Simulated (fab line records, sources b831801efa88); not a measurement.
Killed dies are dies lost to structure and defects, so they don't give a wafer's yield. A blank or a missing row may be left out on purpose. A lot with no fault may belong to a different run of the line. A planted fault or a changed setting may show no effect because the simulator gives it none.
Code-filled problem report in 8D (eight disciplines) form || flow sky130 || the parts of the form that need people (team, actions taken, sign-off) are left out

1. WHAT IS WRONG
POLY_GATE_CVD_00_THK at SKY_POLY_GATE_THK_MEAS_01 reads a mean of 140.3 nm on 3 wafers of 1 lot; wafers without a fault read 178.8 nm with a standard deviation of 1.5. That is -26 standard deviations from the usual mean.
The first sign was on wafer L306.2 at day 18 05:35, on film metro-03. The record has a number at this step for 33 wafers belonging to 11 lots. By rule, "out" or "out of limits" means more than 4 standard deviations away from the usual mean. The rest of the wafers with a number are treated as sound.

2. WHAT IT IS, AND WHAT IT ISN'T
{"question": "which readings at this step", "is": "POLY_GATE_CVD_00_THK", "is not": "-"}
{"question": "which lots", "is": "L306", "is not": "L297, L298, L299, L305, L309, L311, L312, L318, L319, L320"}
{"question": "which wafers of those lots", "is": "all that have a number", "is not": "-"}
{"question": "read on which gauges", "is": "film metro-03", "is not": "film metro-01, film metro-02"}
{"question": "when", "is": "from day 18 05:35", "is not": "up to then (12 sound wafers); but 18 sound wafers of L309, L311, L312, L318, L319, L320 came after"}

3. WHAT RULES OUT EACH SUSPECT
Counting: a tool stays on the suspect list if, at a process step up to the reading, it processed all lots that are out and no sound lot following the first of them.
- the gauge at SKY_POLY_GATE_THK_MEAS_01 is ruled out. All the wafers that are out were read on film metro-03, but those of them that SKY_POLY_GATE_ETCH_17 has rows for are out there too, on other tools.
- lpcvd-01 at SKY_POLY_GATE_CVD_00 (deposits poly-Si, target thk 180 nm, time 720 s): ruled out as a lasting fault. Following L306 (day 18 04:22), the first lot on it that is out, the sound lots L309, L311, L312, L318, L319, L320 were run on it.
Left after counting: nothing in the record.

4. THE CAUSE (what the simulator had put in)
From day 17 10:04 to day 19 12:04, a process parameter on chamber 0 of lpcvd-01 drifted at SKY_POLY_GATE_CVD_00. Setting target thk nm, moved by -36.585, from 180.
Counting ruled it out, wrongly: the rule takes a fault to strike every lot that its tool runs from its start on, and this one did not.

5. THE CHAIN OF EFFECTS, in route order
One row per reading whose mean, taken over the struck wafers that have a number, lies over 3 standard deviations from the usual. Only readings for which the record gives a usual standard deviation are gone through. hours: the time from each lot's start at the first step in this table that gives one to its start at this step, as a median over the lots. sigmas: the change in usual standard deviations.
{"hours": 0, "step": "SKY_POLY_GATE_THK_MEAS_01", "reading": "POLY_GATE_CVD_00_THK", "usual": "178.8 nm", "on struck wafers": 140.3, "change": -38.5, "sigmas": -26}
{"hours": 62, "step": "SKY_POLY_GATE_ETCH_17", "reading": "oes product au", "usual": "0.982 a.u.", "on struck wafers": 0.838, "change": -0.144, "sigmas": -20}
Process steps it contains:
- SKY_POLY_GATE_ETCH_17: etches poly-Si in HBr/Cl2, stops on SiO2, target depth 180 nm, time 70.5 s.

6. HOW IT WOULD HAVE BEEN CAUGHT EARLIER
20 hours passed between the start of the fault at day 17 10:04 and the first reading out of limits at a measuring or inspecting step in this record, taken at day 18 05:35.
